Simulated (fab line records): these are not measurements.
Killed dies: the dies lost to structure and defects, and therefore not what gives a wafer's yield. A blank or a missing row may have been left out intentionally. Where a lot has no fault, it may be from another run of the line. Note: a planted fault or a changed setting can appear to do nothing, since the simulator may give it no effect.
The tool behind it: which one? | flow gf180mcu | 7 lots with 21 wafers sampled at 3 steps, on a route of 602 steps

== WHAT EACH GAUGE READ, for each wafer ==
GF_POLY_GATE_THK_MEAS_17.
lot  | measured     | on            | POLY_GATE_OXIDATION_THK (nm)
L788 | day 9 22:53  | film metro-02 | 3.90 3.88 4.02
L790 | day 10 19:26 | film metro-03 | 3.97 4.04 4.10
L794 | day 12 13:46 | film metro-03 | 4.01 4.04 4.04
L795 | day 12 20:16 | film metro-03 | 4.02 3.99 4.07
L799 | day 13 21:13 | film metro-04 | 3.95 3.99 4.03
L803 | day 14 15:25 | film metro-02 | 4.11 4.15 4.09
L805 | day 15 10:34 | film metro-02 | 3.90 3.88 3.94

== EACH LOT AND THE TOOL THAT RAN IT (in order: tool; ch and the chambers of the sampled wafers; start) ==
lot  | GF_DUAL_GATE_STRIP_13                | GF_POLY_GATE_STRIP_14
L788 | plasma asher-04 ch 0,1, day 9 00:47  | plasma asher-02 ch 0,1, day 9 21:30
L790 | plasma asher-04 ch 1, day 9 18:37    | plasma asher-02 ch 0,1, day 10 14:55
L794 | plasma asher-02 ch 1, day 11 11:22   | plasma asher-01 ch 0,1, day 12 11:46
L795 | plasma asher-03 ch 0,1, day 11 19:22 | plasma asher-02 ch 0,1, day 12 18:52
L799 | plasma asher-03 ch 0,1, day 12 20:10 | plasma asher-02 ch 0,1, day 13 19:09
L803 | plasma asher-02 ch 0,1, day 13 11:19 | plasma asher-02 ch 0,1, day 14 13:28
L805 | plasma asher-03 ch 0,1, day 14 04:46 | plasma asher-03 ch 0,1, day 15 05:16
- GF_DUAL_GATE_STRIP_13: strips in O2/N2.
- GF_POLY_GATE_STRIP_14: strips in O2/N2.

== THE ANSWER, worked out from the rows above alone ==
Rule: the lots themselves supply what counts as usual. The widest of any qualifying gaps counts: lots, ordered by their means at a reading, are off when they make up no more than a third of the lots, leave a main group of 4 or more, and stand apart from it by 3 or more times the standard deviation of that group's means. If all means in a main group match to the digits the tables above print for the reading, that group is not used. A lot without any number at a reading at which 4 lots or more have one is off too. The other lots that the step has rows for count as sound.
No lot is off at any reading shown: from this, nothing can be told.

== WHAT WAS PUT IN BY THE SIMULATOR ==
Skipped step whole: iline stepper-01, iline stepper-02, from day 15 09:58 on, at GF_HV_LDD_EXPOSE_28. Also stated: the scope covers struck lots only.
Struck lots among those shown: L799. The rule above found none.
